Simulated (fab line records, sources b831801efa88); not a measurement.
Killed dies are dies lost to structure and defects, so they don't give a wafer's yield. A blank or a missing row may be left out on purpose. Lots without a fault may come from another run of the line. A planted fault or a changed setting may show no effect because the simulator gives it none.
fab line records | flow gf180mcu | part 2 of 2: steps 26 to 35 of 35
record lots=5 wafers=15 last_day=33
route steps=602 shown V2@395 M3@409 V3@429
lots that met no fault: from a run of the same line without faults
start_h: hours from the record's first day to the start of the lot's first wafer shown | wait_h: hours since the lot's step before | " the same as in the row above | L1.1+2: a row that stands for several wafers | - no value, or no start given | * or withheld: withheld | < > ~ a bound
route shown NAME@n: a module of which the file shows steps, and the number in the route of the first | usual: mean/standard deviation of fault-free wafers | same: alike in all rows | chamber/n: place in a boat | sites: the reading at each site | _std_site: their standard deviation | _edge_site: outer sites' mean less inner sites' | radius_mm: how far each site lies from the wafer's centre | mask NAME#n: copy n | behind: the tool/chamber that last shaped the wafer | hold: why the lot was held/for how many hours/how that ended | device: the transistor (n, p or np) that didn't switch | end of line: the same wafers' tests at the end of the route | a step without rows: its recipe alone | killed: dies lost to structure and defects at the first sort, not the wafer's yield | map: a wafer's dies, x killed, . not, _ none there
set.NAME: the setting as run; set.NAME@STEP: as run at that earlier step | model.NAME: the simulator's own value behind a step, which no gauge read
lots at some steps of the route; a table a step, a row a wafer
services: from which hour (start_h, from the record's first day; less than 0 if before it) a tool's chamber was out of use, for how many hours, and why
## steps
# step GF_M3_EXPOSE_11
# recipe mask_id=Metal3 target_cd_nm=280 na=0.68 source_shape=conventional sigma_outer=0.6 dose_mj=28
# same na=0.68
# columns lot.wafer tool chamber start_h wait_h mask
L075.1+2+3 krf_scanner-01 0 - - Metal3#0
L077.3+5+6 krf_scanner-01 0 - - Metal3#0
L084.1+3+6 krf_scanner-01 0 - - Metal3#0
L085.1+2+4 krf_scanner-01 0 - - Metal3#0
L093.3+4+5 krf_scanner-02 0 - - Metal3#0
# step GF_M3_PEB_12
# recipe peb_temp_c=135 peb_time_s=90 resist=KrF
# usual chill_plate_temp_C=22.97/0.11
# columns lot.wafer tool chamber start_h wait_h chill_plate_temp_C
L075.1 litho_track-03 0 - - 22.79
L075.2 " 0 " " 22.95
L075.3 " 0 " " 23.03
L077.3 litho_track-03 0 - - 22.93
L077.5 " 0 " " 23.16
L077.6 " 0 " " 23.07
L084.1 litho_track-04 0 - - 23.11
L084.3 " 0 " " 23.13
L084.6 " 0 " " 22.98
L085.1 litho_track-04 0 - - 22.74
L085.2 " 0 " " 22.92
L085.4 " 0 " " 22.85
L093.3 litho_track-03 0 - - 23.01
L093.4 " 0 " " 22.98
L093.5 " 0 " " 23.07
# step GF_M3_DEVELOP_13
# recipe develop_time_s=60 dev_temp_c=21
# usual chill_plate_temp_C=23.04/0.1
# columns lot.wafer tool chamber start_h wait_h chill_plate_temp_C
L075.1 litho_track-03 0 494.17 0.2 23.22
L075.2 " 0 " " 23.13
L075.3 " 0 " " 23.07
L077.3 litho_track-03 0 521.47 0.1 23.11
L077.5 " 0 " " 23.07
L077.6 " 0 " " 23.14
L084.1 litho_track-04 0 572.95 0.2 23.13
L084.3 " 0 " " 22.99
L084.6 " 0 " " 23.08
L085.1 litho_track-04 0 579.90 0.2 23.00
L085.2 " 0 " " 23.11
L085.4 " 0 " " 23.31
L093.3 litho_track-03 0 643.87 0.1 22.99
L093.4 " 0 " " 23.07
L093.5 " 0 " " 22.90
# step GF_M3_CD_MEAS_14
# recipe target_cd_nm=280
# usual cd_nm=279.7/1.2
# columns lot.wafer tool chamber start_h wait_h cd_nm
L075.1 cd_sem-01 - 494.32 0.1 279.4
L075.2 " - " " 279.9
L075.3 " - " " 279.8
L077.3 cd_sem-01 - 521.61 0.1 280.5
L077.5 " - " " 281.9
L077.6 " - " " 280.7
L084.1 cd_sem-02 - 573.10 0.1 280.5
L084.3 " - " " 279.6
L084.6 " - " " 279.2
L085.1 cd_sem-02 - 580.05 0.1 280.2
L085.2 " - " " 281.0
L085.4 " - " " 279.8
L093.3 cd_sem-01 - 644.01 0.1 280.3
L093.4 " - " " 280.0
L093.5 " - " " 279.5
# step GF_M3_OVL_MEAS_15
# usual M3_OVL=-1/4.8
# columns lot.wafer tool chamber start_h wait_h M3_OVL[nm]
L075.1 overlay-01 - 494.44 0.1 4
L075.2 " - " " -1
L075.3 " - " " 3
L077.3 overlay-01 - 521.70 0.1 -3
L077.5 " - " " -9
L077.6 " - " " -11
L084.1 overlay-01 - 573.22 0.1 -5
L084.3 " - " " -8
L084.6 " - " " -2
L085.1 overlay-01 - 580.17 0.1 -2
L085.2 " - " " 6
L085.4 " - " " 7
L093.3 overlay-01 - 644.10 0.1 -3
L093.4 " - " " -13
L093.5 " - " " -8
# step GF_M3_METAL_ETCH_16
# recipe chemistry=Cl2/BCl3 mask_material=KrF target_depth_nm=627.5 stop_on=SiO2 pressure_mtorr=8 icp_w=800 bias_w=140 Cl2_flow_sccm=80 bcl3_flow_sccm=40 time_s=104.6
# usual bcl3_flow_sccm=39.99/0.11 drypump_motor_current_A=5.7/0.31 oes_product_au=0.973/0.006 throttle_valve_pct=28.247/0.011
# columns lot.wafer tool chamber start_h wait_h bcl3_flow_sccm drypump_motor_current_A oes_product_au rf_hours_counter_h throttle_valve_pct
L075.1 rie_metal-02 0 494.48 0.0 39.90 5.7 0.974 7 28.239
L075.2 " 1 " " 40.00 5.7 0.966 8 28.245
L075.3 " 1 " " 40.07 5.6 0.975 - 28.248
L077.3 rie_metal-04 1 521.76 0.1 39.98 5.7 0.963 - 28.263
L077.5 " 0 " " 40.06 5.8 0.960 - 28.256
L077.6 " 1 " " 40.02 5.6 0.969 - 28.234
L084.1 rie_metal-04 0 573.26 0.0 40.03 5.8 0.966 1 28.237
L084.3 " 1 " " 40.09 5.6 0.979 - 28.247
L084.6 " 1 " " 40.02 5.6 0.976 - 28.253
L085.1 rie_metal-01 0 580.21 0.0 40.01 5.4 0.978 8 28.246
L085.2 " 0 " " 39.82 5.4 0.977 - 28.235
L085.4 " 0 " " 40.00 5.4 0.982 - 28.238
L093.3 rie_metal-02 0 644.16 0.1 40.08 5.7 0.971 - 28.243
L093.4 " 1 " " 39.80 5.6 0.969 - 28.264
L093.5 " 0 " " 40.17 5.7 0.964 - 28.257
# step GF_M3_STRIP_17
# recipe chemistry=O2/N2 power_w=1400 pressure_mtorr=1500 platen_temp_c=250 o2_flow_sccm=3000 n2_flow_sccm=300 overash_fraction=0.5
# usual drypump_motor_current_A=5.5/0.33 heater_power_w=360/36 oes_product_au=0.557/0.0049 strip_time_to_endpoint_s=7.87/0.034
# columns lot.wafer tool chamber start_h wait_h drypump_motor_current_A heater_power_w oes_product_au rf_hours_counter_h strip_time_to_endpoint_s
L075.1 plasma_asher-03 0 494.59 0.1 5.1 387 0.560 40 7.88
L075.2 " 1 " " 5.9 361 0.566 40 7.93
L075.3 " 1 " " 5.9 361 0.558 - 7.89
L077.3 plasma_asher-02 1 521.87 0.1 5.6 418 0.554 - 7.91
L077.5 " 0 " " 6.1 338 0.555 - 7.88
L077.6 " 1 " " 5.6 424 0.557 - 7.92
L084.1 plasma_asher-02 0 573.37 0.1 6.0 334 0.559 16 7.88
L084.3 " 0 " " 6.0 333 0.562 - 7.92
L084.6 " 1 " " 5.6 413 0.557 - 7.85
L085.1 plasma_asher-01 1 580.43 0.2 5.3 317 0.553 78 7.85
L085.2 " 0 " " 5.4 357 0.562 78 7.90
L085.4 " 1 " " 5.3 307 0.565 - 7.90
L093.3 plasma_asher-01 1 644.27 0.1 5.4 308 0.556 - 7.98
L093.4 " 0 " " 5.4 356 0.566 - 7.91
L093.5 " 1 " " 5.4 307 0.555 - 7.94
# step GF_M3_STRIP_18
# recipe chemistry=post_etch_residue_remover time_s=1200 temp_c=72.5
# columns lot.wafer tool chamber start_h wait_h
L075.1+2+3 wet_bench-04 1 494.69 0.1
L077.3+5+6 wet_bench-04 2 521.94 0.0
L084.1+3+6 wet_bench-01 1 573.47 0.1
L085.1+2+4 wet_bench-01 2 580.53 0.1
L093.3+4+5 wet_bench-01 3 644.34 0.0
# step GF_M3_CLEAN_19
# recipe chemistry=DIW dry=n2_spin
# columns lot.wafer tool chamber start_h wait_h
L075.1+2+3 wet_bench-03 1 495.03 0.0
L077.3+5+6 wet_bench-04 3 522.28 0.0
L084.1+3+6 wet_bench-04 3 573.81 0.0
L085.1+2+4 wet_bench-04 2 580.88 0.0
L093.3+4+5 wet_bench-04 1 644.68 0.0
# step GF_V3_CVD_00
# recipe material=SiO2 target_thk_nm=600 sigma_open_frac=0.3 temp_c=400 time_s=100 sih4_flow_sccm=60 pressure_mtorr=6
# columns lot.wafer tool chamber start_h wait_h
L075.1+2+3 hdpcvd-02 2,0,1 495.12 0.0
L077.3+5+6 hdpcvd-02 1,2,0 522.37 0.0
L084.1+3+6 hdpcvd-02 1,0,1 573.91 0.0
L085.1+2+4 hdpcvd-02 1,2,2 580.98 0.0
L093.3+4+5 hdpcvd-01 2,1,2 644.77 0.0
## services
# columns tool chamber start_h hours kind
krf_scanner-01 - 447.40 1.5 repair
krf_scanner-01 - 452.56 1.0 pm
krf_scanner-01 - 455.08 0.8 pm
hdpcvd-02 - 464.21 2.8 pm
rie_diel-04 - 464.91 2.8 pm
pvd_sputter-02 - 475.18 1.4 repair
wet_bench-01 - 477.37 70.8 repair
rie_diel-04 3 479.75 3.1 repair
rie_diel-03 - 485.19 4.3 pm
krf_scanner-01 - 485.20 1.3 pm
rie_diel-04 2 498.05 5.7 repair
krf_scanner-01 - 531.47 4.4 pm
hdpcvd-02 - 539.25 15.0 pm
rie_diel-03 - 554.00 1.0 repair
krf_scanner-01 - 573.11 0.6 repair
rie_diel-03 1 585.28 5.1 repair
plasma_asher-02 - 587.21 10.3 repair
rie_diel-04 0 594.59 29.7 repair
krf_scanner-01 - 594.76 0.6 repair
rie_diel-04 1 596.52 13.9 repair
plasma_asher-02 - 600.36 2.2 repair
hdpcvd-02 1 605.04 4.5 repair
krf_scanner-01 - 621.56 1.0 pm
krf_scanner-01 - 623.88 0.8 pm
